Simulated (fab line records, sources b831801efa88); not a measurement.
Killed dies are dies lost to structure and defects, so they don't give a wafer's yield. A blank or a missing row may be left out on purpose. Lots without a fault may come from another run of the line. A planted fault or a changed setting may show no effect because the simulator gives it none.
Tool commonality check | flow gf180mcu | 15 lots, 45 wafers sampled

WHY IT WAS OPENED
At GF_PSD_TW_MEAS_11 the reading PSD_TW is flagged on 3 of 15 lots. Wafers without a fault read 3178, standard deviation 37.
Rule: a lot is flagged when every wafer of it that has a number lies more than 4 standard deviations from that mean, or none has a number. The other lots count as sound.

lot  | measured     | on            | PSD_TW, wafer by wafer | flag
L792 | day 14 15:10 | film_metro-04 | 3224 3206 3237         |
L794 | day 15 12:43 | film_metro-01 | 3164 3175 3172         |
L796 | day 16 05:14 | film_metro-03 | 3131 3133 3129         |
L798 | day 16 12:58 | film_metro-01 | 3187 3171 3184         |
L799 | day 17 03:59 | film_metro-01 | 3176 3166 3188         |
L800 | day 17 10:29 | film_metro-01 | 3175 3178 3180         |
L801 | day 17 19:32 | film_metro-04 | 3223 3221 3222         |
L803 | day 19 06:15 | film_metro-01 | 30 30 30               | FLAGGED
L806 | day 19 13:19 | film_metro-03 | 29 30 29               | FLAGGED
L807 | day 20 01:01 | film_metro-01 | 30 30 30               | FLAGGED
L810 | day 20 20:17 | film_metro-01 | 3173 3171 3177         |
L811 | day 21 10:44 | film_metro-01 | 3186 3169 3198         |
L812 | day 21 14:41 | film_metro-03 | 3136 3144 3137         |
L813 | day 21 17:21 | film_metro-04 | 3222 3217 3222         |
L814 | day 22 05:10 | film_metro-03 | 3126 3121 3120         |
The numbers of the flagged lots are 30 on average: -3148 against the usual, or -85 standard deviations.

WHICH TOOL RAN EACH LOT
The record holds 3 process steps before the reading, out of a route of 602 steps. In each cell: the tool, then ch and the chambers that the sampled wafers went through, then the start.
lot  | flag    | GF_VT_IMPLANT_STRIP_20               | GF_NSD_STRIP_11                      | GF_PSD_STRIP_10
L792 |         | plasma_asher-01 ch 0,1, day 6 14:33  | plasma_asher-03 ch 0,1, day 13 18:06 | plasma_asher-03 ch 0,1, day 14 15:05
L794 |         | plasma_asher-01 ch 0,1, day 7 05:11  | plasma_asher-01 ch 0,1, day 14 15:25 | plasma_asher-02 ch 0,1, day 15 12:38
L796 |         | plasma_asher-03 ch 0,1, day 7 16:16  | plasma_asher-04 ch 0,1, day 15 06:59 | plasma_asher-02 ch 0,1, day 16 05:08
L798 |         | plasma_asher-04 ch 1, day 8 00:11    | plasma_asher-04 ch 0,1, day 15 14:43 | plasma_asher-02 ch 0,1, day 16 12:52
L799 |         | plasma_asher-01 ch 0,1, day 8 08:02  | plasma_asher-03 ch 0,1, day 16 05:17 | plasma_asher-03 ch 0,1, day 17 03:53
L800 |         | plasma_asher-04 ch 0,1, day 8 15:50  | plasma_asher-01 ch 0,1, day 16 11:01 | plasma_asher-03 ch 0,1, day 17 10:23
L801 |         | plasma_asher-03 ch 0,1, day 8 19:43  | plasma_asher-04 ch 0,1, day 16 19:53 | plasma_asher-03 ch 0,1, day 17 19:26
L803 | FLAGGED | plasma_asher-01 ch 0,1, day 9 15:22  | plasma_asher-03 ch 0,1, day 18 06:07 | plasma_asher-03 ch 0,1, day 19 06:09
L806 | FLAGGED | plasma_asher-04 ch 0,1, day 10 04:04 | plasma_asher-01 ch 0,1, day 18 12:46 | plasma_asher-02 ch 0,1, day 19 13:13
L807 | FLAGGED | plasma_asher-03 ch 1, day 10 11:50   | plasma_asher-04 ch 0,1, day 19 00:20 | plasma_asher-02 ch 0,1, day 20 00:55
L810 |         | plasma_asher-01 ch 0,1, day 11 04:20 | plasma_asher-01 ch 0, day 19 19:37   | plasma_asher-02 ch 1, day 20 20:11
L811 |         | plasma_asher-01 ch 0,1, day 11 11:17 | plasma_asher-03 ch 0,1, day 20 10:59 | plasma_asher-02 ch 0,1, day 21 10:38
L812 |         | plasma_asher-03 ch 0,1, day 11 19:19 | plasma_asher-04 ch 0,1, day 20 14:41 | plasma_asher-04 ch 0,1, day 21 14:35
L813 |         | plasma_asher-04 ch 0,1, day 11 23:01 | plasma_asher-03 ch 0,1, day 20 17:32 | plasma_asher-02 ch 0,1, day 21 17:14
L814 |         | plasma_asher-04 ch 0,1, day 12 10:20 | plasma_asher-03 ch 0,1, day 21 05:40 | plasma_asher-02 ch 0,1, day 22 05:04
What these steps do:
- GF_VT_IMPLANT_STRIP_20: strips in O2/N2.
- GF_NSD_STRIP_11: strips in O2/N2.
- GF_PSD_STRIP_10: strips in O2/N2.
- GF_PSD_TW_MEAS_11

FLAGGED OVER TOTAL, TOOL BY TOOL (the gauges that took the reading come last)
step                   | tool            | lots run | flagged | share of the flagged lots | sound lots run after its first flagged lot
GF_VT_IMPLANT_STRIP_20 | plasma_asher-01 | 6        | 1       | some                      | 2 (L810,L811)
GF_VT_IMPLANT_STRIP_20 | plasma_asher-03 | 4        | 1       | some                      | 1 (L812)
GF_VT_IMPLANT_STRIP_20 | plasma_asher-04 | 5        | 1       | some                      | 2 (L813,L814)
GF_NSD_STRIP_11        | plasma_asher-01 | 4        | 1       | some                      | 1 (L810)
GF_NSD_STRIP_11        | plasma_asher-03 | 6        | 1       | some                      | 3 (L811,L813,L814)
GF_NSD_STRIP_11        | plasma_asher-04 | 5        | 1       | some                      | 1 (L812)
GF_PSD_STRIP_10        | plasma_asher-02 | 9        | 2       | some                      | 4 (L810,L811,L813,L814)
GF_PSD_STRIP_10        | plasma_asher-03 | 5        | 1       | some                      | 0
GF_PSD_STRIP_10        | plasma_asher-04 | 1        | 0       | none                      | -
GF_PSD_TW_MEAS_11      | film_metro-01   | 8        | 2       | some                      | 2 (L810,L811)
GF_PSD_TW_MEAS_11      | film_metro-03   | 4        | 1       | some                      | 2 (L812,L814)
GF_PSD_TW_MEAS_11      | film_metro-04   | 3        | 0       | none                      | -

WHAT THE TABLE ALLOWS
No row of the table ran every flagged lot.

WHAT THE SIMULATOR HAD PUT IN
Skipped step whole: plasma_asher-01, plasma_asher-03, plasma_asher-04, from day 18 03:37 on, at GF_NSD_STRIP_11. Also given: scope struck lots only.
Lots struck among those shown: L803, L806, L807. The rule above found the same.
